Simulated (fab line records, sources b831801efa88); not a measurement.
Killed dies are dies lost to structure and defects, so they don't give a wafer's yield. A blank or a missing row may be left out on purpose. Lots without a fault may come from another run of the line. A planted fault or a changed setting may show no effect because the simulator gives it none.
Which tool did it? | flow sky130 | 12 lots, 36 wafers sampled, at 4 steps of a route of 708

WHAT THE GAUGES READ, wafer by wafer
SKY_METAL3_CD_MEAS_13: target cd 300 nm.
lot  | measured     | on        | cd_nm (nm)
L075 | day 38 16:35 | cd_sem-01 | 302.3 302.2 300.6
L077 | day 40 03:08 | cd_sem-02 | 301.2 301.3 300.7
L079 | day 40 07:00 | cd_sem-02 | 299.1 299.2 299.2
L081 | day 40 16:05 | cd_sem-01 | 299.4 298.8 299.1
L083 | day 41 01:05 | cd_sem-02 | 300.4 300.9 299.2
L085 | day 42 00:55 | cd_sem-02 | 302.0 302.4 301.9
L087 | day 42 14:28 | cd_sem-01 | 301.0 300.3 299.7
L089 | day 42 18:16 | cd_sem-02 | 298.4 298.7 298.9
L091 | day 43 07:33 | cd_sem-02 | 300.3 299.6 300.8
L093 | day 44 05:11 | cd_sem-01 | 300.6 300.4 300.4
L095 | day 44 10:42 | cd_sem-01 | 303.3 304.4 303.7
L097 | day 44 19:42 | cd_sem-02 | 300.3 299.9 300.5

WHICH TOOL RAN EACH LOT (tool, then ch and the chambers of the sampled wafers, then the start)
lot  | SKY_FIELD_ISO_CMP_27         | SKY_DNWELL_STRIP_08                 | SKY_LDD_HVN_STRIP_09
L075 | cmp-01 ch 1,2,3, day 2 17:36 | plasma_asher-03 ch 0,1, day 3 12:32 | plasma_asher-04 ch 0,1, day 20 15:41
L077 | cmp-02 ch 0,1,2, day 3 01:32 | plasma_asher-01 ch 1, day 3 19:28   | plasma_asher-02 ch 0,1, day 21 08:08
L079 | cmp-02 ch 0,2,3, day 3 12:41 | plasma_asher-03 ch 0,1, day 4 07:32 | plasma_asher-02 ch 0,1, day 21 18:53
L081 | cmp-01 ch 1,2,3, day 3 23:56 | plasma_asher-04 ch 0,1, day 4 20:36 | plasma_asher-03 ch 0,1, day 23 01:41
L083 | cmp-01 ch 1,3, day 4 07:34   | plasma_asher-04 ch 0,1, day 5 02:56 | plasma_asher-03 ch 0,1, day 23 13:47
L085 | cmp-02 ch 0,2,3, day 4 22:50 | plasma_asher-04 ch 1, day 5 21:02   | plasma_asher-04 ch 0,1, day 24 16:26
L087 | cmp-02 ch 1,2,3, day 5 04:44 | plasma_asher-01 ch 0,1, day 6 03:07 | plasma_asher-03 ch 0,1, day 25 08:53
L089 | cmp-01 ch 0,1,3, day 5 18:18 | plasma_asher-01 ch 0,1, day 6 15:25 | plasma_asher-02 ch 0,1, day 25 18:20
L091 | cmp-01 ch 0,1,3, day 6 00:49 | plasma_asher-03 ch 0,1, day 6 21:52 | plasma_asher-04 ch 0,1, day 26 05:11
L093 | cmp-01 ch 0,1,3, day 6 15:50 | plasma_asher-01 ch 0,1, day 7 16:32 | plasma_asher-04 ch 0,1, day 27 11:23
L095 | cmp-02 ch 2,3, day 7 00:35   | plasma_asher-01 ch 0,1, day 8 01:01 | plasma_asher-04 ch 0,1, day 27 17:11
L097 | cmp-01 ch 0,1,2, day 7 08:44 | plasma_asher-01 ch 0,1, day 8 07:29 | plasma_asher-02 ch 0,1, day 28 08:53
- SKY_FIELD_ISO_CMP_27: polishes, stops on Si3N4, t overpolish 16 s, target thk 457.8 nm.
- SKY_DNWELL_STRIP_08: strips in O2/N2.
- SKY_LDD_HVN_STRIP_09: strips in O2/N2.

THE ANSWER, worked out from the rows above alone
Rule: what is usual is taken from the lots themselves. Put in order of their means at a reading, lots are off if they are a third of the lots or fewer, leave a main group of 4 or more, and stand apart from it by a gap of 3 or more times the standard deviation of the main group's means; of several such gaps the widest counts. A main group whose means are all the same, to the digits that the tables above print for the reading, isn't used. A lot without any number at a reading at which 4 lots or more have one is off too. The other lots that the step has rows for count as sound.
No lot is off at any reading shown: from this, nothing can be told.

WHAT THE SIMULATOR HAD PUT IN
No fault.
